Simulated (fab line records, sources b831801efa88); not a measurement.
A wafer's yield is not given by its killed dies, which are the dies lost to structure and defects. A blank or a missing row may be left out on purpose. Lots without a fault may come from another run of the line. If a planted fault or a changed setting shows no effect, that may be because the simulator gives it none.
A struck lot beside a sound one ; flow sky130 ; 16 out of 708 route steps
Sound: wafers L614.3, L614.5, L614.6. The struck wafers were L616.2, L616.5, L616.6. At the end, the cause is stated.
For every step that has rows: the tool of each side, followed by ch and its chambers, followed by its first start. Under that, the readings that differ: sound wafers ; struck wafers ; difference of the means ; sigmas: that difference in standard deviations of wafers without a fault.
alike: same words and numbers on both sides, and readings whose means sit less than 2 such deviations apart. not compared: any withheld reading, any reading some wafer has no value for, any bound like >300 that may hide the same value, and any number with overlapping values for which the record gives no deviation.
A row with sigmas, a row that says differs or no value, or rows on one side alone: a step with any of these is where the two part. When numbers do not overlap yet have no deviation, they are printed without sigmas and do not part them. A reading that every wafer of one side lacks parts them only if that side has two wafers or more.

first, 5 steps without rows for these wafers: SKY_SD_N_COAT_02 (resist thk 1140 nm); SKY_SD_N_SOFTBAKE_03 (time 60 s); SKY_SD_N_EXPOSE_04 (exposes mask NSDM, target cd 380 nm); SKY_SD_N_PEB_05; SKY_SD_N_DEVELOP_06 (develop time 60 s).
SKY_SD_N_CD_MEAS_07: target cd 380 nm.
  sound on cd sem-01, day 29 18:55; struck on cd sem-01, day 30 02:26
  alike: cd nm
SKY_SD_N_OVL_MEAS_08:
  sound on overlay-01, day 29 19:00; struck on overlay-02, day 30 02:32
  alike: SD_N_OVL
then, 2 steps without rows for these wafers: SKY_SD_N_IMPLANT_09; SKY_SD_N_IMPLANT_10.
SKY_SD_N_STRIP_11: strips in O2/N2.
  sound on plasma asher-02 ch 0,1, day 29 19:22; struck on plasma asher-04 ch 0,1, day 30 02:52
  alike: drypump motor current A, oes product au, strip time to endpoint s
  not compared: rf hours counter h
SKY_SD_N_TW_MEAS_12:
  sound on film metro-03, day 29 19:26; struck on film metro-03, day 30 02:59
  alike: SD_N_TW
then, 1 step without rows for these wafers: SKY_SD_N_CLEAN_13 (cleans in SC1/SC2, time 150 s).
SKY_SD_N_RTA_14: time 2 s.
  sound on rtp anneal-02 ch 0, day 29 19:33; struck on rtp anneal-01 ch 0, day 30 03:05
reading;sound;struck;difference;sigmas
lamp power pct (%);15.79 15.69 15.72;14.57 14.60 14.61;-1.14;-24
  alike: ramp up c per s, wafer_temp_C_max
SKY_SD_N_RS_MEAS_16: measures by four-point-probe.
  sound on film metro-01, day 29 19:45; struck on film metro-01, day 30 03:38
reading;sound;struck;difference;sigmas
SD_N_RS (ohm/sq);68.59 68.63 68.50;73.64 73.61 73.70;+5.08;+42
  not compared: hold
SKY_SD_N_RS_MEAS_17: measures by four-point-probe.
  sound on film metro-01, day 29 19:52; struck on film metro-01, day 30 06:59
reading;sound;struck;difference;sigmas
SD_P_RS (ohm/sq);146.0 146.0 145.5;178.2 178.1 177.7;+32.2;+77
  not compared: hold
SKY_PAD_OPEN_PROBE_99:
  rows exist in the record for the sound wafers here (prober-01, day 47 05:58), none for the struck ones

== WHERE THEY PART ==
First at SKY_SD_N_RTA_14; last, within this record, at SKY_PAD_OPEN_PROBE_99.

WHY: the cause the simulator had injected
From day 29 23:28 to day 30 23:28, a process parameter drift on rtp anneal-01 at SKY_SD_N_RTA_14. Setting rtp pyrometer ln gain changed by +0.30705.
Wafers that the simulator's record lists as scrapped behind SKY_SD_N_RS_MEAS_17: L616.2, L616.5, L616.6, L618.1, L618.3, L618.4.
